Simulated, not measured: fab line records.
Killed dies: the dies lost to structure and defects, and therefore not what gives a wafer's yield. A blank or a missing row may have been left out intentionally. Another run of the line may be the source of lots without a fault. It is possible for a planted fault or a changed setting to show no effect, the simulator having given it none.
A lot that was struck, set against a sound lot	flow gf180mcu	36 out of 602 route steps
Sound: the wafers L971.1, L971.4, L971.6. Wafers struck: L978.1, L978.4, L978.6. At the end, the cause is stated.
For every step that has rows: the tool of each side, followed by ch and its chambers, followed by its first start. Under that, the readings that differ: sound wafers	struck wafers	difference of the means	sigmas: that difference in standard deviations of wafers without a fault.
alike: same words and numbers on both sides, and readings whose means sit less than 2 such deviations apart. not compared: any withheld reading, any reading some wafer has no value for, any bound like >300 that may hide the same value, and any number with overlapping values for which the record gives no deviation.
A row with sigmas, a row that says differs or no value, or rows on one side alone: a step with any of these is where the two part. Non-overlapping numbers with no deviation appear without sigmas and do not part them. A reading missing from all wafers of one side parts the sides only when that side holds two or more wafers.

first, 2 steps without rows for these wafers: GF_M1_PEB_12 (peb time 90 s); GF_M1_DEVELOP_13 (develop time 60 s).
GF_M1_CD_MEAS_14: the cd target is 230 nm.
  sound: cd sem-01 at day 18 04:41; struck: cd sem-02 at day 20 23:38
  alike: cd nm
GF_M1_OVL_MEAS_15:
  sound: overlay-01 at day 18 04:49; struck: overlay-01 at day 20 23:45
  alike: M1_OVL
GF_M1_METAL_ETCH_16: etches the open film in Cl2/BCl3, stops on SiO2, target depth 627.5 nm, time 104.6 s.
  sound on rie metal-04 ch 1, day 18 04:51; struck on rie metal-01 ch 0,1, day 20 23:47
  alike: bcl3 flow sccm, drypump motor current A, oes product au, throttle valve pct
  not compared: rf hours counter h
then, 4 steps without rows for these wafers: GF_M1_STRIP_17 (strips in O2/N2); GF_M1_STRIP_18 (strips in post etch residue remover, time 1200 s); GF_M1_CLEAN_19 (cleans in DIW); GF_V1_CVD_00 (deposits SiO2, target thk 600 nm, time 100 s).
GF_V1_THK_MEAS_01:
  sound: film metro-03 at day 18 05:34; struck: film metro-02 at day 21 00:32
  alike: V1_CVD_00_THK
then, 1 step without rows for these wafers: GF_V1_CVD_02 (deposits SiO2 from TEOS, target thk 850 nm, time 94.851 s).
GF_V1_THK_MEAS_03:
  sound: film metro-04 at day 18 05:44; struck: film metro-04 at day 21 00:40
  alike: V1_CVD_02_THK
GF_V1_CMP_04: polishes SiO2.
  sound on cmp-01 ch 0,2, day 18 05:48; struck on cmp-01 ch 1,2,3, day 21 00:44
reading	sound	struck	difference	sigmas
time to endpoint s (s)	75 79 77	98 108 103	+26	+6
model.SiO2_of_V1_CVD_02.thk nm (nm)	633.3 632.5 633.1	703.4 710.8 706.3	+73.9	
  alike: motor current A, retaining ring pressure frac
GF_V1_BOW_MEAS_05:
  sound: film metro-04 at day 18 06:06; struck: film metro-02 at day 21 01:02
reading	sound	struck	difference	sigmas
V1_BOW (um)	84 76 73	95 88 100	+17	+2
then, 8 steps without rows for these wafers: GF_V1_DEHYDRATE_06 (time 60 s); GF_V1_HMDS_07 (prime time 60 s); GF_V1_COAT_08; GF_V1_COAT_09 (resist thk 1000 nm); GF_V1_SOFTBAKE_10 (time 60 s); GF_V1_EXPOSE_11 (exposes mask Via1, target cd 260 nm); GF_V1_PEB_12 (peb time 90 s); GF_V1_DEVELOP_13 (develop time 60 s).
GF_V1_CD_MEAS_14: the cd target is 260 nm.
  sound: cd sem-02 at day 19 05:47; struck: cd sem-01 at day 22 00:56
  alike: cd nm
GF_V1_OVL_MEAS_15:
  sound: overlay-01 at day 19 05:55; struck: overlay-01 at day 22 01:04
reading	sound	struck	difference	sigmas
V1_OVL (nm)	-10 -5 -7	3 15 7	+16	+3
then, 1 step without rows for these wafers: GF_V1_ETCH_16 (etches BARC in N2/H2).
GF_V1_ETCH_17: etches SiO2 in C4F8/O2/Ar, stops on TiN, target depth 630 nm.
  sound: rie diel-01 ch 1,3; struck: rie diel-02 ch 1,2,3
reading	sound	struck	difference	sigmas
oes product au (a.u.)	0.864 0.848 0.863	0.915 0.919 0.909	+0.056	+11
model.etch.depth nm (nm)	633.3 632.5 633.1	703.4 710.8 706.3	+73.9	
model.V1.feature depth nm (nm)	633.3 632.5 633.1	703.4 710.8 706.3	+73.9	
then, 3 steps without rows for these wafers: GF_V1_STRIP_18 (strips in O2/N2); GF_V1_STRIP_19 (strips in post etch residue remover, time 1200 s); GF_V1_CLEAN_20 (cleans in DIW).
GF_V1_SPUTTER_21: material Ti, target thk 15 nm, time 80.02 s.
  sound: pvd sputter-02 at day 19 06:37; struck: pvd sputter-04 at day 22 01:46
  alike: throttle valve pct
GF_V1_SPUTTER_22: material TiN, target thk 10 nm, time 40 s.
  sound: pvd sputter-02 at day 19 06:41; struck: pvd sputter-04 at day 22 01:49
  alike: throttle valve pct
GF_V1_CVD_23: deposits W, target thk 350 nm, time 105.05 s.
  sound on cvd w-02 ch 1, day 19 06:43; struck on cvd w-01 ch 0,1, day 22 01:52
  alike: heater power w
GF_V1_RS_MEAS_24: a four-point-probe measurement.
  sound: film metro-02 at day 19 06:50; struck: film metro-02 at day 22 01:58
  alike: V1_W_RS
GF_V1_THK_MEAS_25: measures by xrf.
  sound: film metro-02 at day 19 06:57; struck: film metro-02 at day 22 02:05
  alike: V1_W_THK
GF_V1_CMP_26: polishes, stops on SiO2, t overpolish 15 s, target thk 0 nm.
  sound on cmp-02 ch 0,1,2, day 19 07:04; struck on cmp-01 ch 2,3, day 22 02:12
reading	sound	struck	difference	sigmas
model.SiO2_of_V1_CVD_02.thk nm (nm)	629.5 628.7 629.3	699.6 707 702.5	+73.9	
  alike: motor current A, retaining ring pressure frac
GF_M2_SPUTTER_00: material Ti, target thk 37.5 nm, time 150 s.
  sound: pvd sputter-03 at day 19 07:19; struck: pvd sputter-02 at day 22 02:27
  alike: throttle valve pct

## WHERE THEY PART
Earliest at GF_V1_CMP_04; latest, in this record, at GF_V1_ETCH_17. Later steps at which nothing parts them and some readings are alike: GF_V1_SPUTTER_21, GF_V1_SPUTTER_22, GF_V1_CVD_23, GF_V1_RS_MEAS_24, GF_V1_THK_MEAS_25, GF_V1_CMP_26, GF_M2_SPUTTER_00.

WHY: the cause the simulator had injected
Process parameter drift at GF_V1_CMP_04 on cmp-01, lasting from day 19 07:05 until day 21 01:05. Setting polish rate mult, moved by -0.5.
